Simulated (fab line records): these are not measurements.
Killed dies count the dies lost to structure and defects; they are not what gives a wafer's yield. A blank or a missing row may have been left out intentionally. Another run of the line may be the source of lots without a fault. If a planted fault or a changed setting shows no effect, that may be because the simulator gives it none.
Split-lot study    flow sky130    5 lots, 23 wafers read, on a route of 708 steps

## ABOUT THE SPLIT
At SKY_RES_PROTECT_COAT_02 (resist thk 1140 nm), the setting spin_rpm was moved away from the recipe's 3000 rpm on 10 of the 23 wafers read, by -6.5% to +7.1%. The other wafers ran this setting at the recipe's value.

The split's own step is where the reading is taken.

## THE READING
NOVOLAK_of_RES_PROTECT_COAT_02.thk_nm (the simulator's own value, which no gauge read), in nm, at SKY_RES_PROTECT_COAT_02 (resist thk 1140 nm). No usual value for it is given in the file. Here, 13 wafers ran the recipe; their average is 1139 nm with a standard deviation of 2.8 nm.

wafer   tool, chamber at the split  spin_rpm as run, rpm  against the recipe  NOVOLAK_of_RES_PROTECT_COAT_02.thk_nm, nm  against lot-mates on the recipe
L076.2  litho_track-02, 0           2805                  -6.5%               1174                                       +40
L076.3  litho_track-02, 0           2805                  -6.5%               1176                                       +42
L076.4  litho_track-02, 0           2805                  -6.5%               1175                                       +40
L076.5  litho_track-02, 0           3000                  recipe              1132                                       -
L076.6  litho_track-02, 0           3000                  recipe              1137                                       -
L080.1  litho_track-02, 0           2809                  -6.4%               1174                                       +33
L080.3  litho_track-02, 0           3000                  recipe              1143                                       -
L080.4  litho_track-02, 0           2809                  -6.4%               1173                                       +32
L080.5  litho_track-02, 0           2809                  -6.4%               1178                                       +37
L080.6  litho_track-02, 0           3000                  recipe              1139                                       -
L081.1  litho_track-01, 0           3000                  recipe              1140                                       -
L081.2  litho_track-01, 0           3000                  recipe              1142                                       -
L081.3  litho_track-01, 0           3000                  recipe              1142                                       -
L081.4  litho_track-01, 0           2879                  -4.0%               1165                                       +24
L081.6  litho_track-01, 0           2879                  -4.0%               1164                                       +23
L082.1  litho_track-02, 0           3000                  recipe              1141                                       -
L082.2  litho_track-02, 0           3213                  +7.1%               1103                                       -36
L082.4  litho_track-02, 0           3000                  recipe              1139                                       -
L082.5  litho_track-02, 0           3213                  +7.1%               1102                                       -37
L082.6  litho_track-02, 0           3000                  recipe              1137                                       -
L084.3  litho_track-02, 0           3000                  recipe              1142                                       -
L084.5  litho_track-02, 0           3000                  recipe              1139                                       -
L084.6  litho_track-02, 0           3000                  recipe              1139                                       -

FIT RESULTS
A straight line over all 23 wafers: NOVOLAK_of_RES_PROTECT_COAT_02.thk_nm changes by -5.46 nm for each +1% of spin_rpm; r = -0.99; the points scatter about the line by 2.6 nm.
The same after taking each lot's own level away (the mean of its wafers on the recipe; 23 wafers): -5.56 nm for each +1%; r = -0.99; scatter 2.4 nm.
On that fit, the largest move of spin_rpm shifts the reading by 39 nm.
From 1134.5 to 1141.3 nm: that is the span of the lots' own levels, equal to 2.4 times the standard deviation above.
The two slopes agree, so the slope changes little with the lot-to-lot level.
Check: with one of the wafers moved furthest among these (+7.1%) left out of the fit, the line predicts -39.7 nm for it against its lot-mates. Against them it came out at -36 nm.

## OTHER SPLITS APPLIED TO THESE WAFERS
These wafers also went through other splits before the reading. Each is held against what the fit with the lots' levels taken away leaves over:
other split on the same wafers          wafers away from the commonest value  r with NOVOLAK_of_RES_PROTECT_COAT_02.thk_nm (lot level and that fit taken away)
SKY_VT_ADJUST_HVTR_SOFTBAKE_03 temp_c   8                                     -0.28
SKY_VT_ADJUST_HVTR_IMPLANT_09 dose_cm2  10                                    +0.17
SKY_SONOS_ONO_OXIDATION_00 ox_time_s    10                                    -0.47
SKY_GATE_OXIDE_OXIDATION_01 ox_time_s   15                                    +0.24
SKY_GATE_OXIDE_COAT_05 resist_thk_nm    9                                     -0.32

## THE WHOLE CHAIN: every reading that the file lists as answering this split, in the file's order
step                      what it does        reading                                                                                 change (the file's fit)               r (the file's)
SKY_RES_PROTECT_COAT_02   resist thk 1140 nm  NOVOLAK_of_RES_PROTECT_COAT_02.thk_nm (the simulator's own value, which no gauge read)  -5.57 nm for each +1% of the setting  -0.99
SKY_RES_PROTECT_STRIP_07  strips in O2/N2     strip_time_to_endpoint_s                                                                withheld for each +1% of the setting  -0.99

## THE FILE'S OWN FIT
NOVOLAK_of_RES_PROTECT_COAT_02.thk_nm changes by -5.57 nm for each +1% of spin_rpm, r = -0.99.
